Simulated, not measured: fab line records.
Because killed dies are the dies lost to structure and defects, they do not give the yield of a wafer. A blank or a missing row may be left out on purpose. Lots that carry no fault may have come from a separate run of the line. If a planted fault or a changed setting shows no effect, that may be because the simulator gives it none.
Split-lot study + flow sfq line + 23 wafers read across 5 lots, on a route 325 steps long

## ON THE SPLIT
At SFQ_TRILAYER_A5B_DEP_PECVD_129 (deposits SiO2 from SiH4/N2O, time 133.33 s, target thk 600 nm), the setting rf w was moved away from the recipe's 183.3 W on 11 of the 23 wafers read, by -11.0% to +10.6%. For the rest of the wafers, this setting stayed at what the recipe calls for.

Reading taken at the split's own step.

## THE READING
SiO2_of_TRILAYER_A5B_DEP_PECVD_129.thk nm (the simulator's own value, which no gauge read), in nm, at SFQ_TRILAYER_A5B_DEP_PECVD_129 (deposits SiO2 from SiH4/N2O, time 133.33 s, target thk 600 nm). The file gives no usual value for it. Average 599.5 nm, standard deviation 9.2 nm, over the 12 wafers here run with the recipe.

| wafer  | tool, chamber at the split | rf w as run, W | against the recipe | SiO2_of_TRILAYER_A5B_DEP_PECVD_129.thk nm, nm | against lot-mates on the recipe |
|--------|----------------------------|----------------|--------------------|-----------------------------------------------|---------------------------------|
| L074.2 | pecvd-01, 1                | 183.3          | recipe             | 588.7                                         | -                               |
| L074.3 | pecvd-01, 2                | 183.3          | recipe             | 579.8                                         | -                               |
| L074.4 | pecvd-01, 1                | 194.6          | +6.2%              | 612                                           | +27.8                           |
| L074.5 | pecvd-01, 2                | 194.6          | +6.2%              | 607.3                                         | +23.0                           |
| L074.6 | pecvd-01, 0                | 194.6          | +6.2%              | 600.2                                         | +16.0                           |
| L076.1 | pecvd-01, 0                | 163.2          | -11.0%             | 577.8                                         | -30.7                           |
| L076.2 | pecvd-01, 1                | 183.3          | recipe             | 605.2                                         | -                               |
| L076.3 | pecvd-01, 2                | 163.2          | -11.0%             | 584.9                                         | -23.6                           |
| L076.5 | pecvd-01, 0                | 183.3          | recipe             | 611.7                                         | -                               |
| L076.6 | pecvd-01, 1                | 163.2          | -11.0%             | 592                                           | -16.5                           |
| L077.4 | pecvd-02, 2                | 183.3          | recipe             | 592.3                                         | -                               |
| L077.5 | pecvd-02, 1                | 183.3          | recipe             | 593.3                                         | -                               |
| L077.6 | pecvd-02, 0                | 183.3          | recipe             | 596.8                                         | -                               |
| L078.1 | pecvd-01, 0                | 202.7          | +10.6%             | 617.5                                         | +13.5                           |
| L078.2 | pecvd-01, 2                | 202.7          | +10.6%             | 621.2                                         | +17.2                           |
| L078.3 | pecvd-01, 0                | 202.7          | +10.6%             | 620.5                                         | +16.5                           |
| L078.5 | pecvd-01, 0                | 183.3          | recipe             | 604.8                                         | -                               |
| L078.6 | pecvd-01, 2                | 183.3          | recipe             | 603.2                                         | -                               |
| L079.1 | pecvd-01, 2                | 183.3          | recipe             | 600.8                                         | -                               |
| L079.2 | pecvd-01, 1                | 183.3          | recipe             | 605.9                                         | -                               |
| L079.3 | pecvd-01, 0                | 169.5          | -7.5%              | 583.5                                         | -22.5                           |
| L079.4 | pecvd-01, 1                | 183.3          | recipe             | 611.4                                         | -                               |
| L079.5 | pecvd-01, 2                | 169.5          | -7.5%              | 600.3                                         | -5.7                            |

FIT RESULTS
A straight line over all 23 wafers: SiO2_of_TRILAYER_A5B_DEP_PECVD_129.thk nm changes by +1.48 nm for each +1% of rf w; r = +0.77; the points scatter about the line by 8.2 nm.
The same after taking each lot's own level away (the mean of its wafers on the recipe; 23 wafers): +2.05 nm for each +1%; r = +0.91; scatter 6.3 nm.
Per that fit: largest rf w move, reading shift of 23 nm.
The lots' own levels span 584.25 to 608.45 nm, that is 2.6 times the standard deviation above.
So the lot-to-lot level blurs the effect unless lot-mates are compared.
Check: for one of the wafers moved furthest among these (-11.0%), held out of the fit, the line's prediction against its lot-mates is -20.2 nm. Against them it came out at -30.7 nm.

## FURTHER SPLITS ON THESE WAFERS
Other splits were also applied to these wafers ahead of the reading. Each is held against what the fit with the lots' levels taken away leaves over:
| other split on the same wafers                    | wafers away from the commonest value | r with SiO2_of_TRILAYER_A5B_DEP_PECVD_129.thk nm (lot level and that fit taken away) |
|---------------------------------------------------|--------------------------------------|--------------------------------------------------------------------------------------|
| SFQ_TRILAYER_M4_LITHO_COAT_098 spin rpm           | 4                                    | -0.16                                                                                |
| SFQ_TRILAYER_M4_LITHO_COAT_093 spin rpm           | 2                                    | -0.04                                                                                |
| SFQ_TRILAYER_I4_VIA_LITHO_COAT_103 spin rpm       | 7                                    | -0.11                                                                                |
| SFQ_TRILAYER_I4_VIA_BARC_OPEN_VIA_ETCH_146 time s | 9                                    | +0.07                                                                                |
| SFQ_TRILAYER_JJ_TRILAYER_DEP_SPUTTER_110 time s   | 5                                    | +0.13                                                                                |
| SFQ_TRILAYER_JJ_CE_LITHO_EXPOSE_115 dose mj       | 11                                   | -0.37                                                                                |
| SFQ_TRILAYER_JJ_CE_LITHO_PEB_117 peb time s       | 9                                    | -0.11                                                                                |
| SFQ_TRILAYER_M5_LITHO_COAT_128 spin rpm           | 4                                    | +0.31                                                                                |

## THE FILE'S OWN FIT
SiO2_of_TRILAYER_A5B_DEP_PECVD_129.thk nm changes by +2.04 nm for each +1% of rf w, r = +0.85.
